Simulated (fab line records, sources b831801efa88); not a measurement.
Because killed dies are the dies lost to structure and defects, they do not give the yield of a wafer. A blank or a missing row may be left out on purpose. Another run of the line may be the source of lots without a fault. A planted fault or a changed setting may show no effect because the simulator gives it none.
fab line records ; flow gf180mcu ; part 2 of 2: steps 27 to 37 of 37
record lots=5; wafers=15; last-day=34
route steps=602 shown VT_IMPLANT@95
lots with no fault: from the same line, run without faults
start-h: hours from the record's opening day to when the first of the lot's shown wafers began ; wait-h: how many hours have passed since the lot's step before this one ; " repeats the value in the row above ; L1.1+2: a row that stands for several wafers ; - either no value or no given start ; * or withheld: withheld ; < > ~ a bound
route shown NAME@n: NAME is a module with steps in the file, n the number in the route of the first one ; usual: the fault-free wafers' mean and standard deviation ; same: alike in all rows ; chamber/n: place in a boat ; sites: per-site readings ; _std_site: standard deviation of those values ; _edge_site: the outer-site mean with the inner-site mean subtracted ; radius-mm: for every site, how far away it sits from the centre of the wafer ; mask NAME#n: copy n ; behind: the last tool/chamber to shape the wafer ; hold: why the lot was held/for how many hours/how that ended ; device: whichever transistor did not switch (one of n, p or np) ; end of line: the route-end tests of the same wafers ; a step with no rows: only its recipe ; killed: not the wafer's yield, but the dies lost to structure and defects at the first sort ; map: shows each die of a wafer: x if killed, . if not, _ if none is there
set.NAME: the setting as run; set.NAME@STEP: as run at that earlier step ; model.NAME: the simulator's own value behind a step, which no gauge read
lots at selected steps of the route; one table per step, one row per wafer
services: when a tool's chamber went out of use (start-h, in hours from the record's first day, below 0 if earlier), for how many hours, and the reason
## steps
# step GF_VT_IMPLANT_STRIP_31
# recipe chemistry=O2/N2; power-w=1400; pressure-mtorr=1500; platen-temp-c=250; o2-flow-sccm=3000; n2-flow-sccm=300; overash-fraction=0.5
# usual drypump-motor-current-A=5.7/0.51; heater-power-w=337/27; oes-product-au=0.716/0.0045; strip-time-to-endpoint-s=12.62/0.033
lot.wafer;tool;chamber;start-h;wait-h;drypump-motor-current-A;heater-power-w;oes-product-au;rf-hours-counter-h;strip-time-to-endpoint-s
L075.1;plasma-asher-02;1;144.89;0.1;6.1;356;0.714;3;12.64
L075.4;plasma-asher-02;1;144.89;0.1;6.1;357;0.718;-;12.67
L075.6;plasma-asher-02;1;144.89;0.1;6.1;351;0.721;-;12.66
L077.1;plasma-asher-03;1;157.06;0.1;6.2;344;0.711;38;12.64
L077.2;plasma-asher-03;0;157.06;0.1;6.2;317;0.713;38;12.60
L077.5;plasma-asher-03;1;157.06;0.1;6.2;341;0.709;-;12.65
L079.1;plasma-asher-03;0;171.96;0.1;6.2;315;0.708;40;12.60
L079.5;plasma-asher-03;0;171.96;0.1;6.2;326;0.716;-;12.64
L079.6;plasma-asher-03;1;171.96;0.1;6.2;347;0.715;-;12.62
L089.1;plasma-asher-02;0;236.24;0.1;5.2;358;0.713;12;12.59
L089.2;plasma-asher-02;1;236.24;0.1;6.0;350;0.716;12;12.65
L089.5;plasma-asher-02;0;236.24;0.1;5.2;371;0.710;-;12.61
L096.1;plasma-asher-04;0;285.40;0.1;5.7;314;0.720;65;12.60
L096.2;plasma-asher-04;1;285.40;0.1;4.8;299;0.713;65;12.54
L096.3;plasma-asher-04;1;285.40;0.1;4.8;283;0.720;-;12.56
# step GF_VT_IMPLANT_TW_MEAS_32
# usual VT_IMPLANT_3_TW=270.1/2.3
lot.wafer;tool;chamber;start-h;wait-h;VT_IMPLANT_3_TW
L075.1;film-metro-04;-;144.99;0.1;269.3
L075.4;film-metro-04;-;144.99;0.1;271.5
L075.6;film-metro-04;-;144.99;0.1;268.6
L077.1;film-metro-01;-;157.16;0.1;267.9
L077.2;film-metro-01;-;157.16;0.1;267.9
L077.5;film-metro-01;-;157.16;0.1;268.8
L079.1;film-metro-03;-;172.06;0.1;273.6
L079.5;film-metro-03;-;172.06;0.1;273.8
L079.6;film-metro-03;-;172.06;0.1;273.8
L089.1;film-metro-01;-;236.34;0.1;267.3
L089.2;film-metro-01;-;236.34;0.1;267.1
L089.5;film-metro-01;-;236.34;0.1;265.9
L096.1;film-metro-03;-;285.50;0.1;273.5
L096.2;film-metro-03;-;285.50;0.1;273.3
L096.3;film-metro-03;-;285.50;0.1;272.2
# step GF_VT_IMPLANT_DEHYDRATE_33
# recipe temp-c=200; time-s=60
lot.wafer;tool;chamber;start-h;wait-h
L075.1+4+6;litho-track-03;0;152.22;7.2
L077.1+2+5;litho-track-02;0;165.22;8.0
L079.1+5+6;litho-track-03;0;179.52;7.5
L089.1+2+5;litho-track-04;0;244.90;8.6
L096.1+2+3;litho-track-03;0;295.27;9.8
# step GF_VT_IMPLANT_HMDS_34
# recipe prime-time-s=60; prime-temp-c=120
# usual prime-temp-c=120.02/0.14
lot.wafer;tool;chamber;start-h;wait-h;prime-temp-c
L075.1;litho-track-03;0;152.37;0.1;120.17
L075.4;litho-track-03;0;152.37;0.1;119.91
L075.6;litho-track-03;0;152.37;0.1;119.99
L077.1;litho-track-02;0;165.37;0.1;120.22
L077.2;litho-track-02;0;165.37;0.1;119.96
L077.5;litho-track-02;0;165.37;0.1;120.12
L079.1;litho-track-03;0;179.67;0.1;119.83
L079.5;litho-track-03;0;179.67;0.1;120.01
L079.6;litho-track-03;0;179.67;0.1;119.92
L089.1;litho-track-04;0;245.05;0.1;120.09
L089.2;litho-track-04;0;245.05;0.1;119.80
L089.5;litho-track-04;0;245.05;0.1;120.00
L096.1;litho-track-03;0;295.42;0.1;120.03
L096.2;litho-track-03;0;295.42;0.1;120.10
L096.3;litho-track-03;0;295.42;0.1;120.20
# step GF_VT_IMPLANT_COAT_35
# recipe resist=NOVOLAK; spin-rpm=3000; resist-thk-nm=1000
# usual dispense-pressure-kPa=51.8/1.9
lot.wafer;tool;chamber;start-h;wait-h;dispense-pressure-kPa
L075.1;litho-track-03;0;152.52;0.1;53.3
L075.4;litho-track-03;0;152.52;0.1;53.3
L075.6;litho-track-03;0;152.52;0.1;53.3
L077.1;litho-track-02;0;165.52;0.1;48.9
L077.2;litho-track-02;0;165.52;0.1;48.9
L077.5;litho-track-02;0;165.52;0.1;48.9
L079.1;litho-track-03;0;179.82;0.1;53.3
L079.5;litho-track-03;0;179.82;0.1;53.3
L079.6;litho-track-03;0;179.82;0.1;53.3
L089.1;litho-track-04;0;245.20;0.1;52.6
L089.2;litho-track-04;0;245.20;0.1;52.6
L089.5;litho-track-04;0;245.20;0.1;52.6
L096.1;litho-track-03;0;295.57;0.1;53.3
L096.2;litho-track-03;0;295.57;0.1;53.3
L096.3;litho-track-03;0;295.57;0.1;53.3
# step GF_VT_IMPLANT_SOFTBAKE_36
# recipe temp-c=90; time-s=60; resist=NOVOLAK
lot.wafer;tool;chamber;start-h;wait-h
L075.1+4+6;litho-track-03;0;152.67;0.1
L077.1+2+5;litho-track-02;0;165.67;0.1
L079.1+5+6;litho-track-03;0;179.97;0.1
L089.1+2+5;litho-track-04;0;245.35;0.1
L096.1+2+3;litho-track-03;0;295.72;0.1
# step GF_VT_IMPLANT_EXPOSE_37
# recipe mask-id=Nwell_HV_AREA; target-cd-nm=860; na=0.6; source-shape=conventional; sigma-outer=0.6; dose-mj=140
# usual stage-vel-mm-s=499.94/0.29
lot.wafer;tool;chamber;start-h;wait-h;mask;stage-vel-mm-s
L075.1;iline-stepper-02;0;-;-;Nwell_HV_AREA#0;500.01
L075.4;iline-stepper-02;0;-;-;Nwell_HV_AREA#0;499.79
L075.6;iline-stepper-02;0;-;-;Nwell_HV_AREA#0;500.12
L077.1;iline-stepper-01;0;-;-;Nwell_HV_AREA#0;499.75
L077.2;iline-stepper-01;0;-;-;Nwell_HV_AREA#0;500.04
L077.5;iline-stepper-01;0;-;-;Nwell_HV_AREA#0;500.03
L079.1;iline-stepper-01;0;-;-;Nwell_HV_AREA#0;499.75
L079.5;iline-stepper-01;0;-;-;Nwell_HV_AREA#0;499.86
L079.6;iline-stepper-01;0;-;-;Nwell_HV_AREA#0;499.80
L089.1;iline-stepper-01;0;-;-;Nwell_HV_AREA#0;499.97
L089.2;iline-stepper-01;0;-;-;Nwell_HV_AREA#0;499.48
L089.5;iline-stepper-01;0;-;-;Nwell_HV_AREA#0;499.40
L096.1;iline-stepper-01;0;-;-;Nwell_HV_AREA#0;499.55
L096.2;iline-stepper-01;0;-;-;Nwell_HV_AREA#0;499.68
L096.3;iline-stepper-01;0;-;-;Nwell_HV_AREA#0;500.21
# step GF_VT_IMPLANT_PEB_38
# recipe temp-c=withheld; time-s=*; resist=NOVOLAK
lot.wafer;tool;chamber;start-h;wait-h
L075.1+4+6;litho-track-04;0;-;-
L077.1+2+5;litho-track-02;0;-;-
L079.1+5+6;litho-track-02;0;-;-
L089.1+2+5;litho-track-03;0;-;-
L096.1+2+3;litho-track-02;0;-;-
# step GF_VT_IMPLANT_DEVELOP_39
# recipe develop-time-s=60; dev-temp-c=23
# same develop-time-s=60
lot.wafer;tool;chamber;start-h;wait-h
L075.1+4+6;litho-track-04;0;160.60;0.1
L077.1+2+5;litho-track-02;0;173.82;0.1
L079.1+5+6;litho-track-02;0;188.17;0.1
L089.1+2+5;litho-track-03;0;254.32;0.1
L096.1+2+3;litho-track-02;0;305.37;0.1
# step GF_VT_IMPLANT_OVL_MEAS_40
# usual VT_IMPLANT_03_OVL=0.9/1.4
lot.wafer;tool;chamber;start-h;wait-h;VT_IMPLANT_03_OVL[nm]
L075.1;overlay-01;-;160.75;0.1;2.1
L075.4;overlay-01;-;160.75;0.1;1.1
L075.6;overlay-01;-;160.75;0.1;1.7
L077.1;overlay-01;-;173.97;0.1;0.9
L077.2;overlay-01;-;173.97;0.1;2.0
L077.5;overlay-01;-;173.97;0.1;1.2
L079.1;overlay-02;-;188.32;0.1;1.3
L079.5;overlay-02;-;188.32;0.1;2.6
L079.6;overlay-02;-;188.32;0.1;1.1
L089.1;overlay-02;-;254.47;0.1;1.2
L089.2;overlay-02;-;254.47;0.1;2.9
L089.5;overlay-02;-;254.47;0.1;1.0
L096.1;overlay-02;-;305.52;0.1;2.7
L096.2;overlay-02;-;305.52;0.1;2.1
L096.3;overlay-02;-;305.52;0.1;1.6
# step GF_VT_IMPLANT_IMPLANT_41
# recipe species=As; energy-kev=70; dose-cm2=1.013e+12; tilt-deg=7
# usual dose-ions-cm2=1.013e+12/1.1e+09; end-station-pressure-torr=5.01e-06/2.6e-07; faraday-current-uA=5.71/0.12
lot.wafer;tool;chamber;start-h;wait-h;dose-ions-cm2;end-station-pressure-torr;faraday-current-uA
L075.1;implanter-01;0;160.79;0.0;1.0129e+12;4.94e-06;5.64
L075.4;implanter-01;0;160.79;0.0;1.0141e+12;5.67e-06;5.55
L075.6;implanter-01;0;160.79;0.0;1.0141e+12;4.96e-06;5.65
L077.1;implanter-04;0;174.00;0.0;1.0122e+12;4.84e-06;5.60
L077.2;implanter-04;0;174.00;0.0;1.0127e+12;4.99e-06;5.52
L077.5;implanter-04;0;174.00;0.0;1.013e+12;5.34e-06;5.70
L079.1;implanter-03;0;188.35;0.0;1.0127e+12;4.7e-06;5.75
L079.5;implanter-03;0;188.35;0.0;1.0127e+12;4.7e-06;5.81
L079.6;implanter-03;0;188.35;0.0;1.0104e+12;5e-06;5.99
L089.1;implanter-01;0;254.51;0.0;1.0119e+12;5.66e-06;5.65
L089.2;implanter-01;0;254.51;0.0;1.0133e+12;5.13e-06;5.59
L089.5;implanter-01;0;254.51;0.0;1.0118e+12;4.66e-06;5.73
L096.1;implanter-01;0;305.55;0.0;1.0121e+12;5.38e-06;5.75
L096.2;implanter-01;0;305.55;0.0;1.0143e+12;5.41e-06;5.80
L096.3;implanter-01;0;305.55;0.0;1.0134e+12;4.72e-06;5.68
## services
tool;chamber;start-h;hours;kind
plasma-asher-04;-;103.48;4.2;repair
plasma-asher-02;-;108.75;9.0;pm
plasma-asher-02;0;108.75;9.0;vent-cycle
plasma-asher-02;1;108.75;9.0;vent-cycle
iline-stepper-02;-;110.32;1.7;pm
plasma-asher-03;-;110.46;1.0;repair
implanter-04;-;115.88;5.5;repair
plasma-asher-02;0;117.75;-;clean
plasma-asher-02;1;117.75;-;clean
implanter-03;-;126.45;56.8;repair
iline-stepper-01;-;132.49;4.4;pm
iline-stepper-01;-;170.93;1.7;pm
plasma-asher-04;-;211.53;2.8;repair
implanter-04;-;227.43;3.6;pm
plasma-asher-04;-;228.34;2.5;repair
plasma-asher-04;-;261.77;2.8;pm
iline-stepper-01;-;262.08;14.6;repair
implanter-01;-;272.76;3.1;pm
implanter-04;-;278.01;2.2;repair
implanter-01;-;286.15;2.5;repair
